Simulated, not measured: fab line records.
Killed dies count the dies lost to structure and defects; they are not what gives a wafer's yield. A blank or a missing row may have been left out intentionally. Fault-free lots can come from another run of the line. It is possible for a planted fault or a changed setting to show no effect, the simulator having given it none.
Matching of chambers || flow gf180mcu || GF_V1_ETCH_16 on rie diel-02 has 4 sister chambers
The step etches BARC in N2/H2. 4 wafers are shown with their chamber, then 10 later ones without.

## WAFERS PAIRED WITH THEIR CHAMBERS
{"wafer": "L087.1", "chamber": 2, "drypump motor current A (A)": 5.9}
{"wafer": "L087.4", "chamber": 0, "drypump motor current A (A)": 5.8}
{"wafer": "L091.3", "chamber": 3, "drypump motor current A (A)": 5.0}
{"wafer": "L091.4", "chamber": 1, "drypump motor current A (A)": 5.4}

## WAFERS WHOSE CHAMBER IS MISSING
{"wafer": "L091.5", "drypump motor current A (A)": 5.0}
{"wafer": "L093.2", "drypump motor current A (A)": 5.9}
{"wafer": "L093.4", "drypump motor current A (A)": 5.3}
{"wafer": "L093.6", "drypump motor current A (A)": 5.3}
{"wafer": "L094.1", "drypump motor current A (A)": 5.9}
{"wafer": "L094.2", "drypump motor current A (A)": 5.3}
{"wafer": "L094.3", "drypump motor current A (A)": 5.0}
{"wafer": "L096.2", "drypump motor current A (A)": 5.9}
{"wafer": "L096.3", "drypump motor current A (A)": 5.9}
{"wafer": "L096.4", "drypump motor current A (A)": 5.0}

## EACH ONE'S CHAMBER
{"wafer": "L091.5", "from the rows above": 3, "in truth": 3}
{"wafer": "L093.2", "from the rows above": "can't be placed: 2 or 0", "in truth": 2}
{"wafer": "L093.4", "from the rows above": 1, "in truth": 1}
{"wafer": "L093.6", "from the rows above": 1, "in truth": 1}
{"wafer": "L094.1", "from the rows above": "can't be placed: 2 or 0", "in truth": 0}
{"wafer": "L094.2", "from the rows above": 1, "in truth": 1}
{"wafer": "L094.3", "from the rows above": 3, "in truth": 3}
{"wafer": "L096.2", "from the rows above": "can't be placed: 2 or 0", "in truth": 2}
{"wafer": "L096.3", "from the rows above": "can't be placed: 2 or 0", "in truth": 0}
{"wafer": "L096.4", "from the rows above": 3, "in truth": 3}
Correctly placed: 6 of 10. Not placeable from these rows: 4 (in 4, the candidates include the true chamber). Wrongly placed: 0.
How it was worked out, from the rows above alone: a wafer's distance from a chamber is the root of the sum, over the readings, of the square of ((its reading less the chamber's mean) divided by the reading's scatter). If the next closest chamber is less than 2 further off than the closest, the wafer can't be placed; otherwise it belongs to the closest. Each chamber's mean is taken over the wafers shown for it. The scatter: root of mean squared gap, hidden wafer to nearest shown wafer, with one shown wafer a chamber.
